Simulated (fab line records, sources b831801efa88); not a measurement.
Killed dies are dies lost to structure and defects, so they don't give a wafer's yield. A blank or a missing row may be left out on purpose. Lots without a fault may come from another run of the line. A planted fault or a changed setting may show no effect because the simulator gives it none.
A struck lot beside a sound one | flow sfq_line | 37 steps out of a route of 325
Sound: wafers L592.2, L592.3, L592.5. Struck: wafers L594.1, L594.4, L594.5. The cause comes at the end.
At each step with rows: each side's tool, then ch and its chambers, then its first start. Under that, the readings that differ: sound wafers | struck wafers | difference of the means | sigmas: that difference in standard deviations of wafers without a fault.
alike: readings whose means differ by less than 2 such deviations, and words and numbers that are the same on both sides. not compared: withheld readings, readings that some wafer has no value for, bounds like >300 that may hide the same value, and numbers for which the record gives no deviation and whose values overlap.
The two part at a step that has a row with sigmas, a row that says differs or no value, or rows on one side only. Numbers that don't overlap but have no deviation are shown without sigmas and don't part them. A reading that every wafer of one side lacks parts them only if that side has two wafers or more.

SFQ_R5_THK_MEAS_934: measures by xrf.
  sound on film_metro-01, day 70 10:36; struck on film_metro-03, day 70 14:11
  reading          | sound          | struck         | difference | sigmas
  R5_MONX_THK (nm) | 40.5 40.3 40.8 | 39.5 39.7 39.8 | -0.9       | -2
then, 6 steps without rows for these wafers: SFQ_TRILAYER_R5_LITHO_COAT_141 (resist thk 62 nm); SFQ_TRILAYER_R5_LITHO_COAT_136 (resist thk 600 nm); SFQ_TRILAYER_R5_LITHO_SOFTBAKE_140; SFQ_TRILAYER_R5_LITHO_EXPOSE_137 (exposes mask R5, target cd 500 nm); SFQ_TRILAYER_R5_LITHO_PEB_139 (peb time 60 s); SFQ_TRILAYER_R5_LITHO_DEVELOP_138 (time 60 s).
-- the record jumps here: 4 days lie between the struck wafers' starts before and after --
SFQ_R5_OVL_MEAS_935:
  sound on overlay-01, day 74 13:21; struck on overlay-01, day 74 19:21
  alike: R5_OVL
SFQ_TRILAYER_R5_BARC_OPEN_METAL_ETCH_177: etches BARC in O2, target depth 125 nm, time 41.7 s.
  sound on rie_metal-01 ch 0,1, day 74 13:23; struck on rie_metal-04 ch 0,1, day 74 19:23
  reading                     | sound          | struck         | difference | sigmas
  drypump_motor_current_A (A) | 5.70 5.83 5.73 | 5.17 5.33 5.33 | -0.48      | -2
  alike: oes_product_au
  not compared: rf_hours_counter_h
SFQ_TRILAYER_R5_ETCH_METAL_ETCH_139: etches the open film in Cl2, stops on SiO2, target depth 60 nm, time 40 s.
  sound on rie_metal-01 ch 0,1, day 74 13:26; struck on rie_metal-04 ch 0,1, day 74 19:26
  reading                     | sound          | struck         | difference | sigmas
  drypump_motor_current_A (A) | 5.73 5.81 5.72 | 5.17 5.33 5.31 | -0.48      | -2
  alike: oes_product_au
  not compared: rf_hours_counter_h
then, 2 steps without rows for these wafers: SFQ_TRILAYER_R5_STRIP_STRIP_140 (strips in O2); SFQ_TRILAYER_R5_STRIP_SOLV_CLEAN_141 (cleans in NMP, time 600 s).
SFQ_TRILAYER_A5C_DEP_PECVD_142: deposits SiO2 from SiH4/N2O, time 15.556 s, target thk 70 nm.
  sound on pecvd-02 ch 0,1,2, day 74 14:16; struck on pecvd-03 ch 1,2, day 74 20:30
  alike: heater_power_w, throttle_valve_pct
  not compared: since_wet_clean_h
then, 6 steps without rows for these wafers: SFQ_TRILAYER_I5_LITHO_COAT_149 (resist thk 62 nm); SFQ_TRILAYER_I5_LITHO_COAT_144 (resist thk 650 nm); SFQ_TRILAYER_I5_LITHO_SOFTBAKE_148; SFQ_TRILAYER_I5_LITHO_EXPOSE_145 (exposes mask I5, target cd 700 nm); SFQ_TRILAYER_I5_LITHO_PEB_147 (peb time 60 s); SFQ_TRILAYER_I5_LITHO_DEVELOP_146 (time 60 s).
SFQ_I5_OVL_MEAS_936:
  sound on overlay-02, day 74 18:15; struck on overlay-02, day 75 01:07
  alike: I5_OVL
SFQ_TRILAYER_I5_BARC_OPEN_VIA_ETCH_200: etches BARC in O2, target depth 125 nm, time 41.7 s.
  sound on rie_diel-03 ch 0,1,3, day 74 18:17; struck on rie_diel-03 ch 0,3, day 75 01:10
  alike: drypump_motor_current_A, oes_product_au
  not compared: rf_hours_counter_h
then, 1 step without rows for these wafers: SFQ_TRILAYER_I5_ETCH_VIA_ETCH_147 (etches the open film in CHF3, stops on Nb, target depth 360 nm).
SFQ_TRILAYER_I5_STRIP_STRIP_148: strips in O2.
  sound on rie_metal-03 ch 0, day 74 18:28; struck on rie_metal-02 ch 0,1, day 75 01:21
  alike: drypump_motor_current_A, oes_product_au
  not compared: rf_hours_counter_h
then, 7 steps without rows for these wafers: SFQ_TRILAYER_I5_STRIP_SOLV_CLEAN_149 (cleans in NMP, time 600 s); SFQ_TRILAYER_C5_LITHO_COAT_156 (resist thk 62 nm); SFQ_TRILAYER_C5_LITHO_COAT_151 (resist thk 650 nm); SFQ_TRILAYER_C5_LITHO_SOFTBAKE_155; SFQ_TRILAYER_C5_LITHO_EXPOSE_152 (exposes mask C5, target cd 500 nm); SFQ_TRILAYER_C5_LITHO_PEB_154 (peb time 60 s); SFQ_TRILAYER_C5_LITHO_DEVELOP_153 (time 60 s).
SFQ_C5_OVL_MEAS_937:
  sound on overlay-02, day 74 23:15; struck on overlay-02, day 75 05:55
  alike: C5_OVL
then, 1 step without rows for these wafers: SFQ_TRILAYER_C5_BARC_OPEN_VIA_ETCH_210 (etches BARC in O2, target depth 125 nm, time 41.7 s).
SFQ_TRILAYER_C5_ETCH_VIA_ETCH_154: etches SiO2 in CHF3, stops on Nb, target depth 84 nm.
  sound on rie_diel-04 ch 0,3, day 74 23:19; struck on rie_diel-04 ch 1,3, day 75 06:00
  reading                        | sound             | struck            | difference | sigmas
  oes_product_au (a.u.)          | 0.899 0.903 0.905 | 1.012 1.018 0.997 | +0.107     | +13
  model.etch.depth_nm (nm)       | 69.42 70.09 72.22 | 85.17 85.77 83.52 | +14.24     |
  model.C5.feature_depth_nm (nm) | 69.42 70.09 72.22 | 85.17 85.77 83.52 | +14.24     |
  alike: drypump_motor_current_A
SFQ_TRILAYER_C5_STRIP_STRIP_155: strips in O2.
  sound on rie_metal-04 ch 1, day 74 23:22; struck on rie_metal-02 ch 0,1, day 75 06:02
  alike: drypump_motor_current_A, oes_product_au
  not compared: rf_hours_counter_h
then, 1 step without rows for these wafers: SFQ_TRILAYER_C5_STRIP_SOLV_CLEAN_156 (cleans in NMP, time 600 s).
SFQ_TRILAYER_M6_DEP_PRE_CLEAN_158: time 22.5 s.
  sound on pvd_sputter-05, day 75 00:08; struck on pvd_sputter-04, day 75 06:49
  reading                                              | sound             | struck          | difference | sigmas
  model.SiO2_of_TRILAYER_A5C_DEP_PECVD_142.thk_nm (nm) | 61.92 62.59 64.72 | 133.4 135 134.5 | +71.2      |
then, 1 step without rows for these wafers: SFQ_TRILAYER_M6_DEP_SPUTTER_157 (material Nb, target thk 200 nm, time 133.3 s).

WHERE THEY PART
First at SFQ_R5_THK_MEAS_934; last, within this record, at SFQ_TRILAYER_C5_ETCH_VIA_ETCH_154. Later steps at which nothing parts them and some readings are alike: SFQ_TRILAYER_C5_STRIP_STRIP_155.

WHY: what the simulator had put in
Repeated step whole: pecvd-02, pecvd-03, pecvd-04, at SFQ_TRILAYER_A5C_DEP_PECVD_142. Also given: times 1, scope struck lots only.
